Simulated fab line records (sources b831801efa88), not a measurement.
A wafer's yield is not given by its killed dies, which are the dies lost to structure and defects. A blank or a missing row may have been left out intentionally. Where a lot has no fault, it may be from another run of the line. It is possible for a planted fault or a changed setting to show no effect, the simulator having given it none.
Which tool was responsible? ; flow sky130 ; 6 lots with 18 wafers sampled at 2 steps, on a route of 708 steps

== WHAT EACH GAUGE READ, for each wafer ==
SKY_FIELD_ISO_THK_MEAS_25.
lot;measured;on;FIELD_ISO_CVD_24_THK (nm)
L454;day 2 13:57;film metro-04;596 600 593
L457;day 3 07:03;film metro-04;592 583 583
L459;day 3 15:19;film metro-03;592 592 594
L462;day 4 06:28;film metro-04;596 603 599
L466;day 5 04:46;film metro-01;590 766 593
L476;day 7 08:04;film metro-01;596 600 587

== WHAT TOOL EACH LOT RAN ON (gives the tool, then ch and the chambers of the sampled wafers, and finally the start) ==
lot;SKY_FIELD_ISO_CVD_24
L454;hdpcvd-01 ch 0,2, day 2 13:52
L457;hdpcvd-01 ch 0,1, day 3 06:58
L459;hdpcvd-01 ch 1,2, day 3 15:15
L462;hdpcvd-02 ch 0,1, day 4 06:23
L466;hdpcvd-02 ch 1,2, day 5 04:39
L476;hdpcvd-01 ch 0,1,2, day 7 07:59
- SKY_FIELD_ISO_CVD_24: deposits SiO2, target thk 595 nm, time 99.2 s.

== THE ANSWER, worked out from the rows above alone ==
Rule: the lots themselves supply what counts as usual. Put in order of their means at a reading, lots are off if they are a third of the lots or fewer, leave a main group of 4 or more, and stand apart from it by a gap of 3 or more times the standard deviation of the main group's means; of several such gaps the widest counts. The tables above print the reading to a certain number of digits; a main group whose means all agree to those digits is not used. A lot without any number at a reading at which 4 lots or more have one is off too. Any other lot the step has rows for is counted as sound.
Off: at SKY_FIELD_ISO_THK_MEAS_25 (FIELD_ISO_CVD_24_THK), L466. The main group has a mean of 594 nm with a standard deviation of 4.5.
A tool fits if, at a process step before that reading, it ran every lot that is off, and no sound lot after the first of them. Gauges at SKY_FIELD_ISO_THK_MEAS_25: tried the same way as those tools. One fits: SKY_FIELD_ISO_CVD_24 on hdpcvd-02. A fault onset in the window from L462 (day 4 06:23, its last sound lot) to L466 (day 5 04:39, its first lot off) fits.

== WHAT HAD BEEN PUT IN BY THE SIMULATOR ==
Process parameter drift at SKY_FIELD_ISO_CVD_24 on hdpcvd-02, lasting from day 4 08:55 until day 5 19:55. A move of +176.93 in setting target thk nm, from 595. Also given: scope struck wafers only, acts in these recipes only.
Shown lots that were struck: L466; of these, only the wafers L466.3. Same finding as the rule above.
